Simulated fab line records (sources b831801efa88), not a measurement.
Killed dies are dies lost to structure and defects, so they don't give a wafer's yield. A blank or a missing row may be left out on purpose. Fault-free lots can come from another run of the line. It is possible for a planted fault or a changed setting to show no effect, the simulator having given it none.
Chamber matching :: flow sky130 :: SKY_VIA2_CMP_02 on cmp-02: 4 sister chambers
The step polishes SiO2. 8 wafers are shown with their chamber, then 7 later ones without.

WAFERS PAIRED WITH THEIR CHAMBERS
wafer: L458.2
chamber: 2
motor-current-A (A): 10.6

wafer: L461.4
chamber: 1
motor-current-A (A): 11.8

wafer: L462.3
chamber: 0
motor-current-A (A): 12.2

wafer: L463.2
chamber: 0
motor-current-A (A): 12.0

wafer: L463.4
chamber: 2
motor-current-A (A): 10.2

wafer: L463.5
chamber: 3
motor-current-A (A): 12.8

wafer: L465.3
chamber: 3
motor-current-A (A): 13.4

wafer: L465.4
chamber: 1
motor-current-A (A): 12.6

WAFERS MISSING THEIR CHAMBER
wafer: L465.5
motor-current-A (A): 13.3

wafer: L469.1
motor-current-A (A): 10.7

wafer: L469.2
motor-current-A (A): 12.4

wafer: L469.4
motor-current-A (A): 12.8

wafer: L481.1
motor-current-A (A): 10.4

wafer: L481.2
motor-current-A (A): 13.0

wafer: L481.4
motor-current-A (A): 13.1

EACH ONE'S CHAMBER
wafer: L465.5
from the rows above: 3
in truth: 3

wafer: L469.1
from the rows above: 2
in truth: 2

wafer: L469.2
from the rows above: can't be placed: 1 or 0 or 3
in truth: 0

wafer: L469.4
from the rows above: can't be placed: 3 or 1 or 0
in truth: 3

wafer: L481.1
from the rows above: 2
in truth: 2

wafer: L481.2
from the rows above: can't be placed: 3 or 1
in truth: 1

wafer: L481.4
from the rows above: 3
in truth: 3
4 of 7 placed correctly. From these rows, 3 cannot be placed; in 3 the true chamber is one of the candidates. Wrongly placed: 0.
How it was worked out, from the rows above alone: a wafer's distance from a chamber is the root of the sum, over the readings, of the square of ((its reading less the chamber's mean) divided by the reading's scatter). The wafer belongs to the nearest chamber; if the next one is less than 2 further off, it can't be placed. Each chamber's mean is taken over the wafers shown for it. The scatter: the root of (the sum of the squares of (reading less its chamber's mean) over the shown wafers, divided by (wafers less chambers)).
